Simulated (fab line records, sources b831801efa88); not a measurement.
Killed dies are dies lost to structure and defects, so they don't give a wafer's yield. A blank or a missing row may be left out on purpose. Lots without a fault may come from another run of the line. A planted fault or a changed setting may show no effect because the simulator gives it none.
fab line records | flow sky130
record lots=5 wafers=15 last_day=50
route steps=708 shown POLY_CUT@312 SD_P@320 RES_XHIGH@332 PAD_OPEN@708
lots that met no fault: from a run of the same line without faults
start_h: hours from the record's first day to the start of the lot's first wafer shown | wait_h: hours since the lot's step before | " the same as in the row above | L1.1+2: a row that stands for several wafers | - no value, or no start given | * or withheld: withheld | < > ~ a bound
route shown NAME@n: a module of which the file shows steps, and the number in the route of the first | usual: mean/standard deviation of fault-free wafers | same: alike in all rows | chamber/n: place in a boat | sites: the reading at each site | _std_site: their standard deviation | _edge_site: outer sites' mean less inner sites' | radius_mm: how far each site lies from the wafer's centre | mask NAME#n: copy n | behind: the tool/chamber that last shaped the wafer | hold: why the lot was held/for how many hours/how that ended | device: the transistor (n, p or np) that didn't switch | end of line: the same wafers' tests at the end of the route | a step without rows: its recipe alone | killed: dies lost to structure and defects at the first sort, not the wafer's yield | map: a wafer's dies, x killed, . not, _ none there
set.NAME: the setting as run; set.NAME@STEP: as run at that earlier step | model.NAME: the simulator's own value behind a step, which no gauge read
lots at some steps of the route; a table a step, a row a wafer
services: from which hour (start_h, from the record's first day; less than 0 if before it) a tool's chamber was out of use, for how many hours, and why
## steps
# step SKY_POLY_CUT_EXPOSE_05
# recipe mask_id=NPCM na=0.8 source_shape=annular sigma_inner=0.55 sigma_outer=0.85 target_cd_nm=270 dose_mj=32
# step SKY_POLY_CUT_PEB_06
# recipe peb_temp_c=withheld peb_time_s=withheld resist=KrF-thick
# step SKY_POLY_CUT_DEVELOP_07
# recipe develop_time_s=60 resist=KrF-thick dev_temp_c=21
# step SKY_POLY_CUT_CD_MEAS_08
# recipe target_cd_nm=270
# usual cd_nm=269.7/1.5
# columns lot.wafer tool chamber start_h wait_h cd_nm
L373.2 cd_sem-01 - 625.35 - 271.4
L373.3 " - " " 270.9
L373.6 " - " " 270.7
L376.3 cd_sem-02 - 651.07 - 268.0
L376.4 " - " " 268.3
L376.5 " - " " 269.1
L379.2 cd_sem-01 - 673.54 - 270.4
L379.4 " - " " 270.3
L379.5 " - " " 271.5
L388.1 cd_sem-01 - 734.12 - 270.1
L388.2 " - " " 269.3
L388.6 " - " " 268.1
L389.2 cd_sem-02 - 756.05 - 269.0
L389.4 " - " " 269.5
L389.6 " - " " 270.2
# step SKY_POLY_CUT_OVL_MEAS_09
# usual POLY_CUT_OVL=0/4.4
# columns lot.wafer tool chamber start_h wait_h POLY_CUT_OVL[nm]
L373.2 overlay-02 - 625.46 0.1 6
L373.3 " - " " -1
L373.6 " - " " 1
L376.3 overlay-02 - 651.16 0.1 -2
L376.4 " - " " -4
L376.5 " - " " 6
L379.2 overlay-01 - 673.64 0.1 -3
L379.4 " - " " -6
L379.5 " - " " -3
L388.1 overlay-02 - 734.24 0.1 -3
L388.2 " - " " -4
L388.6 " - " " -6
L389.2 overlay-02 - 756.16 0.1 -4
L389.4 " - " " -9
L389.6 " - " " 1
# step SKY_POLY_CUT_ETCH_10
# recipe chemistry=N2/H2 target=BARC ion_energy_ev=200 source_w=500 bias_w=100 pressure_mtorr=30 n2_flow_sccm=100 h2_flow_sccm=200 stop_on=SiO2 time_s=45.9 target_depth_a=600
# usual bias_w=100.01/0.29 drypump_motor_current_A=5.8/0.44 oes_product_au=0.854/0.0049 throttle_valve_pct=13.225/0.0091
# columns lot.wafer tool chamber start_h wait_h bias_w drypump_motor_current_A oes_product_au rf_hours_counter_h throttle_valve_pct
L373.2 rie_diel-04 1 625.49 0.0 99.88 6.3 0.853 6 13.226
L373.3 " 3 " " 100.23 6.1 0.851 4 13.218
L373.6 " 0 " " 100.41 5.0 0.861 - 13.222
L376.3 rie_diel-04 1 651.19 0.0 100.06 6.3 0.850 6 13.237
L376.4 " 2 " " 99.98 6.4 0.851 6 13.207
L376.5 " 1 " " 100.74 6.3 0.854 - 13.229
L379.2 rie_diel-04 3 673.67 0.0 99.97 6.1 0.859 5 13.227
L379.4 " 1 " " 100.03 6.3 0.861 7 13.203
L379.5 " 0 " " 100.52 5.0 0.855 - 13.225
L388.1 rie_diel-03 1 734.27 0.0 99.85 5.6 0.857 1 13.216
L388.2 " 2 " " 100.40 5.5 0.853 15 13.224
L388.6 " 3 " " 100.07 6.6 0.846 - 13.237
L389.2 rie_diel-01 3 756.19 0.0 99.11 5.3 0.851 4 13.210
L389.4 " 1 " " 99.75 5.7 0.849 21 13.235
L389.6 " 2 " " 99.83 5.9 0.863 - 13.236
# step SKY_POLY_CUT_ETCH_11
# recipe target=Si3N4 chemistry=CF4/CH2F2/Ar stop_on=poly-Si source_w=600 bias_w=150 pressure_mtorr=40 cf4_flow_sccm=40 ch2f2_flow_sccm=20 Ar_flow_sccm=150 time_s=42.5 target_depth_a=600
# usual bias_w=150.0/0.48 drypump_motor_current_A=5.8/0.44 oes_product_au=0.833/0.0069 throttle_valve_pct=14.995/0.0084
# columns lot.wafer tool chamber start_h wait_h bias_w drypump_motor_current_A oes_product_au rf_hours_counter_h throttle_valve_pct
L373.2 rie_diel-04 1 625.53 0.0 149.4 6.3 0.831 6 14.995
L373.3 " 3 " " 150.1 6.1 0.826 4 15.002
L373.6 " 0 " " 150.3 5.0 0.838 - 14.988
L376.3 rie_diel-04 1 651.23 0.0 149.7 6.3 0.850 6 14.994
L376.4 " 2 " " 149.0 6.4 0.828 6 14.997
L376.5 " 1 " " 150.5 6.3 0.832 - 15.008
L379.2 rie_diel-04 3 673.71 0.0 149.9 6.1 0.829 5 14.990
L379.4 " 1 " " 149.2 6.3 0.833 7 14.985
L379.5 " 0 " " 149.5 5.0 0.833 - 15.006
L388.1 rie_diel-03 1 734.31 0.0 150.0 5.6 0.837 1 14.989
L388.2 " 2 " " 150.6 5.6 0.835 15 15.002
L388.6 " 3 " " 150.7 6.6 0.828 - 14.987
L389.2 rie_diel-01 3 756.23 0.0 149.5 5.2 0.830 4 15.003
L389.4 " 1 " " 149.9 5.6 0.828 21 14.997
L389.6 " 2 " " 150.3 5.8 0.839 - 14.999
# step SKY_POLY_CUT_STRIP_12
# recipe chemistry=O2/N2 power_w=1400 pressure_mtorr=1500 platen_temp_c=withheld o2_flow_sccm=3000 n2_flow_sccm=300 overash_fraction=0.5
# usual drypump_motor_current_A=5.6/0.42 o2_flow_sccm=2998/11 oes_product_au=0.452/0.0048 strip_time_to_endpoint_s=5.353/0.018
# columns lot.wafer tool chamber start_h wait_h drypump_motor_current_A o2_flow_sccm oes_product_au rf_hours_counter_h strip_time_to_endpoint_s
L373.2 plasma_asher-04 1 625.57 0.0 5.7 3012 0.448 83 5.401
L373.3 " 0 " " 5.2 3013 0.451 - 5.390
L373.6 " 0 " " 5.2 3009 0.450 - 5.374
L376.3 plasma_asher-02 0 651.30 0.1 6.3 3002 0.446 - 5.356
L376.4 " 1 " " 6.5 2994 0.452 - 5.345
L376.5 " 1 " " 6.5 3002 0.449 - 5.340
L379.2 plasma_asher-04 0 673.75 0.0 5.2 3002 0.450 87 5.335
L379.4 " 1 " " 5.7 3002 0.459 - 5.332
L379.5 " 1 " " 5.7 2987 0.452 - 5.363
L388.1 plasma_asher-03 1 734.36 0.0 5.7 2984 0.458 28 5.334
L388.2 " 0 " " 5.2 2994 0.453 28 5.352
L388.6 " 0 " " 5.2 2993 0.449 - 5.353
L389.2 plasma_asher-03 0 756.27 0.0 5.2 3003 0.454 31 5.357
L389.4 " 1 " " 5.7 2977 0.460 - 5.359
L389.6 " 1 " " 5.7 2995 0.446 - 5.374
# step SKY_SD_P_DEHYDRATE_00
# recipe temp_c=200 time_s=60
# step SKY_SD_P_HMDS_01
# recipe prime_time_s=60 prime_temp_c=120
# step SKY_SD_P_COAT_02
# recipe resist=NOVOLAK spin_rpm=3000 resist_thk_nm=1140
# step SKY_SD_P_SOFTBAKE_03
# recipe temp_c=90 time_s=60 resist=NOVOLAK
# step SKY_SD_P_EXPOSE_04
# recipe mask_id=PSDM na=0.6 source_shape=conventional sigma_outer=0.6 polarization=unpolarized target_cd_nm=380 dose_mj=138
# usual reticle_temp_C=23.00/0.11
# same sigma_outer=0.6
# columns lot.wafer tool chamber start_h wait_h mask reticle_temp_C
L373.2 iline_stepper-01 0 640.25 - PSDM#0 23.03
L373.3 " 0 " " PSDM#0 23.03
L373.6 " 0 " " PSDM#0 23.07
L376.3 iline_stepper-02 0 664.43 - NSDM#0 23.13
L376.4 " 0 " " NSDM#0 23.15
L376.5 " 0 " " NSDM#0 22.93
L379.2 iline_stepper-02 0 687.37 - PSDM#0 22.96
L379.4 " 0 " " PSDM#0 23.01
L379.5 " 0 " " PSDM#0 22.86
L388.1 iline_stepper-02 0 747.99 - PSDM#0 23.13
L388.2 " 0 " " PSDM#0 23.23
L388.6 " 0 " " PSDM#0 23.05
L389.2 iline_stepper-02 0 769.99 - PSDM#0 23.20
L389.4 " 0 " " PSDM#0 22.99
L389.6 " 0 " " PSDM#0 23.18
# step SKY_SD_P_PEB_05
# recipe temp_c=withheld time_s=* resist=NOVOLAK
# step SKY_SD_P_DEVELOP_06
# recipe resist=NOVOLAK developer=TMAH develop_time_s=58.29 dev_temp_c=23
# step SKY_SD_P_CD_MEAS_07
# recipe target_cd_nm=380
# usual cd_nm=380.2/2.5
# columns lot.wafer tool chamber start_h wait_h cd_nm
L373.2 cd_sem-02 - 653.94 0.1 381.5
L373.3 " - " " 382.5
L373.6 " - " " 383.1
L376.3 cd_sem-02 - 679.26 0.1 -
L376.4 " - " " -
L376.5 " - " " -
L379.2 cd_sem-02 - 700.85 0.1 380.9
L379.4 " - " " 383.0
L379.5 " - " " 381.1
L388.1 cd_sem-02 - 761.94 0.1 378.1
L388.2 " - " " 379.7
L388.6 " - " " 376.3
L389.2 cd_sem-02 - 783.09 0.1 386.6
L389.4 " - " " 383.4
L389.6 " - " " 383.7
# step SKY_SD_P_OVL_MEAS_08
# usual SD_P_OVL=-0.2/1.4
# columns lot.wafer tool chamber start_h wait_h SD_P_OVL[nm]
L373.2 overlay-01 - 654.04 0.1 0.5
L373.3 " - " " 0.2
L373.6 " - " " 0.0
L376.3 overlay-01 - 679.35 0.1 -
L376.4 " - " " -
L376.5 " - " " -
L379.2 overlay-01 - 700.96 0.1 1.4
L379.4 " - " " 1.4
L379.5 " - " " 1.2
L388.1 overlay-02 - 762.06 0.1 -1.5
L388.2 " - " " -2.4
L388.6 " - " " -1.3
L389.2 overlay-02 - 783.19 0.1 -1.8
L389.4 " - " " -1.4
L389.6 " - " " -2.8
# step SKY_SD_P_IMPLANT_09
# recipe species=BF2 energy_kev=20 dose_cm2=3e+15 tilt_deg=0
# step SKY_SD_P_STRIP_10
# recipe chemistry=O2/N2 power_w=1400 pressure_mtorr=1500 platen_temp_c=withheld o2_flow_sccm=3000 n2_flow_sccm=300 overash_fraction=0.5
# usual drypump_motor_current_A=5.8/0.4 o2_flow_sccm=3001/8.7 oes_product_au=0.618/0.0044 strip_time_to_endpoint_s=17.49/0.042
# columns lot.wafer tool chamber start_h wait_h drypump_motor_current_A o2_flow_sccm oes_product_au rf_hours_counter_h strip_time_to_endpoint_s
L373.2 plasma_asher-02 1 654.22 0.1 6.5 2995 0.619 97 17.51
L373.3 " 1 " " 6.5 3002 0.619 - 17.45
L373.6 " 0 " " 6.2 2995 0.618 - 17.55
L376.3 plasma_asher-04 1 679.56 0.1 5.7 3010 0.622 - 17.44
L376.4 " 0 " " 5.2 2992 0.613 - 17.54
L376.5 " 0 " " 5.2 2982 0.621 - 17.50
L379.2 plasma_asher-02 1 701.14 0.1 6.5 2993 0.620 101 17.53
L379.4 " 1 " " 6.5 2997 0.618 - 17.52
L379.5 " 1 " " 6.5 3005 0.620 - 17.50
L388.1 plasma_asher-04 0 762.24 0.1 5.2 2998 0.615 96 17.49
L388.2 " 1 " " 5.7 3017 0.620 96 17.56
L388.6 " 0 " " 5.2 3006 0.624 - 17.50
L389.2 plasma_asher-04 1 783.37 0.1 5.7 2997 0.617 98 17.43
L389.4 " 1 " " 5.7 3000 0.607 - 17.43
L389.6 " 0 " " 5.2 3008 0.622 - 17.40
# step SKY_SD_P_TW_MEAS_11
# usual SD_P_TW=2821/29
# columns lot.wafer tool chamber start_h wait_h SD_P_TW
L373.2 film_metro-03 - 654.33 0.1 2822
L373.3 " - " " 2847
L373.6 " - " " 2829
L376.3 film_metro-04 - 679.64 0.1 30
L376.4 " - " " 30
L376.5 " - " " 30
L379.2 film_metro-02 - 701.25 0.1 2842
L379.4 " - " " 2844
L379.5 " - " " 2851
L388.1 film_metro-03 - 762.34 0.1 2836
L388.2 " - " " 2815
L388.6 " - " " 2857
L389.2 film_metro-04 - 783.48 0.1 2807
L389.4 " - " " 2786
L389.6 " - " " 2798
# step SKY_RES_XHIGH_DEHYDRATE_00
# recipe temp_c=200 time_s=60
# step SKY_PAD_OPEN_PROBE_99
# usual killed_at_M0_to_M3=43/6.3 killed_at_M4_up=3.3/1.7 killed_at_contacts=24/5.4 killed_at_front_end=16/4.6 killed_at_other=0.4/0.7 killed_dies=87/9.4 killed_on_rim=17/3.9 killed_open=47/6.9 killed_short=39/6.1
# same gross_dies=492 killed_at_back_side=0
# columns lot.wafer tool chamber start_h wait_h killed_at_M0_to_M3 killed_at_M4_up killed_at_contacts killed_at_front_end killed_at_other killed_dies killed_on_rim killed_open killed_short
L373.2 prober-01 - 1124.49 0.1 35 7 15 22 0 79 19 41 38
L373.3 prober-01 - 1124.54 0.2 53 1 32 11 0 97 21 47 49
L373.6 prober-01 - 1124.69 0.2 48 3 29 22 0 102 16 50 51
L376.3 prober-02 - 1140.41 0.2 44 3 18 427 0 492 96 52 38
L376.4 prober-02 - 1140.46 0.2 38 1 28 425 0 492 96 45 48
L376.5 prober-02 - 1140.51 0.2 40 5 31 414 2 492 96 54 41
# killed by level:class
L373.2 VIA1:geometric_particle:open=10 LI_CONTACT:geometric_particle:open=5 METAL1:geometric_particle:short=5 FIELD_ISO:geometric_particle:open=4 FIELD_ISO:geometric_particle:short=4 POLY_GATE:geometric_particle:short=4 VIA2:geometric_particle:open=4 CONTACT:geometric_particle:short=4
L373.3 VIA2:geometric_particle:open=13 CONTACT:geometric_particle:open=10 METAL2:geometric_particle:short=10 VIA1:geometric_particle:open=8 LI_CONTACT:geometric_particle:open=7 CONTACT:geometric_particle:short=7 VIA1:geometric_particle:short=6 FIELD_ISO:geometric_particle:short=4
L373.6 VIA1:geometric_particle:open=12 CONTACT:geometric_particle:open=9 LI_CONTACT:geometric_particle:open=8 CONTACT:geometric_particle:short=7 FIELD_ISO:geometric_particle:open=6 METAL1:geometric_particle:short=6 METAL2:geometric_particle:short=6 VIA1:geometric_particle:short=5
L376.3 SD_P:area_expose=398 VIA1:geometric_particle:open=13 POLY_GATE:geometric_particle:open=10 VIA1:geometric_particle:short=9 LI_CONTACT:geometric_particle:open=8 FIELD_ISO:geometric_particle:open=6 METAL2:geometric_particle:short=4 VIA2:geometric_particle:open=4
L376.4 SD_P:area_expose=395 LI_CONTACT:geometric_particle:open=13 FIELD_ISO:geometric_particle:short=10 VIA1:geometric_particle:open=10 VIA2:geometric_particle:short=6 CONTACT:geometric_particle:open=5 CONTACT:geometric_particle:short=5 METAL1:geometric_particle:short=5
L376.5 SD_P:area_expose=396 CONTACT:geometric_particle:open=11 VIA1:geometric_particle:open=10 LI_CONTACT:geometric_particle:open=9 VIA2:geometric_particle:open=8 VIA3:geometric_particle:open=7 POLY_GATE:geometric_particle:short=6 LOCAL_INTERCONNECT:geometric_particle:short=6
# map L376.3 (x killed, . not)
__________xxxxxxxxxx_________
________xxxxxxxxxxxxxx_______
______xxxxxxxxxxxxxxxxxx_____
_____xxxxxxxxxxxxxxxxxxxx____
____xxxxxxxxxxxxxxxxxxxxxx___
___xxxxxxxxxxxxxxxxxxxxxxxx__
__xxxxxxxxxxxxxxxxxxxxxxxxxx_
_xxxxxxxxxxxxxxxxxxxxxxxxxxxx
_xxxxxxxxxxxxxxxxxxxxxxxxxxxx
_xxxxxxxxxxxxxxxxxxxxxxxxxxxx
_xxxxxxxxxxxxxxxxxxxxxxxxxxxx
_xxxxxxxxxxxxxxxxxxxxxxxxxxxx
_xxxxxxxxxxxxxxxxxxxxxxxxxxxx
_xxxxxxxxxxxxxxxxxxxxxxxxxxxx
_xxxxxxxxxxxxxxxxxxxxxxxxxxxx
__xxxxxxxxxxxxxxxxxxxxxxxxxx_
___xxxxxxxxxxxxxxxxxxxxxxxx__
____xxxxxxxxxxxxxxxxxxxxxx___
_____xxxxxxxxxxxxxxxxxxxx____
______xxxxxxxxxxxxxxxxxx_____
________xxxxxxxxxxxxxx_______
__________xxxxxxxxxx_________
# map L388.1 (x killed, . not)
__________...xx....._________
________x...x........x_______
______.x.......x..x....._____
_____....xxx...x.........____
____x..x.............xx...___
___.....x...x........x.....__
__.....x.....x..xx......x.xx_
_.x.x.....x..xx.x.......x....
_..........x.x....x.....x...x
_x.x..x...x............xx....
_..x...x.x.xx.....x.....x.xx.
_.x..........x..x.x......x...
_.x....x......x..x...x......x
_.x....x......x.........x..x.
_.x.x...................x.x..
__.xx...x.......x......x...._
___..x..x...x.....x........__
____........x..x.....x..x.___
_____.................xx.____
______.....xx..x...x..x._____
________.xxx..x.x.xx.._______
__________.........._________
## services
# columns tool chamber start_h hours kind
rie_diel-04 3 602.02 8.6 repair
rie_diel-04 2 603.23 4.2 repair
iline_stepper-01 - 617.97 6.8 repair
rie_diel-03 3 635.88 10.3 repair
iline_stepper-02 0 636.02 - calibration
rie_diel-01 3 636.98 7.7 repair
rie_diel-01 0 658.97 3.0 repair
rie_diel-01 - 663.97 15.6 pm
rie_diel-03 0 704.40 7.7 repair
iline_stepper-01 - 704.53 7.2 repair
iline_stepper-02 - 705.07 0.8 repair
rie_diel-01 3 718.70 6.3 repair
plasma_asher-04 - 730.81 11.1 repair
plasma_asher-02 - 733.75 9.0 pm
plasma_asher-03 - 744.24 3.9 repair
plasma_asher-03 - 749.64 1.1 repair
iline_stepper-01 - 750.10 8.9 pm
plasma_asher-02 - 756.03 2.2 repair
plasma_asher-02 - 759.13 0.8 repair
iline_stepper-01 - 765.53 1.7 pm
plasma_asher-03 - 767.87 2.1 repair
iline_stepper-01 - 768.17 18.7 repair
rie_diel-04 - 770.11 0.6 repair
rie_diel-03 1 777.33 9.7 repair
## key
first_sign step=SKY_SD_P_EXPOSE_04 reading=mask direction=changed
effect step=SKY_SD_P_CD_MEAS_07 reading=cd_nm direction=missing
effect step=SKY_SD_P_OVL_MEAS_08 reading=SD_P_OVL direction=missing
effect step=SKY_SD_P_TW_MEAS_11 reading=SD_P_TW direction=down sigmas=97 usual=2821 struck=30
effect step=SKY_PAD_OPEN_PROBE_99 reading=killed_at_front_end direction=up sigmas=89 usual=16 struck=422
more_kills_born_at SKY_SD_P_EXPOSE_04@iline_stepper-02=1189
met_at SKY_SD_P_EXPOSE_04
struck_wafers L376.3,L376.4,L376.5
tester_left_out L376
fault kind=wrong_mask tool=any chamber=- onset_h=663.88 steps=SKY_SD_P_EXPOSE_04 aux_copy=NSDM#0 scope=struck_lots_only
# tester_left_out: of these lots the tester's yield and bins aren't shown, on N5 and GAA mostly nor the transistor test; their killed dies are dies lost to structure and defects alone, not to doping, threshold or leakage, so they don't give the yield
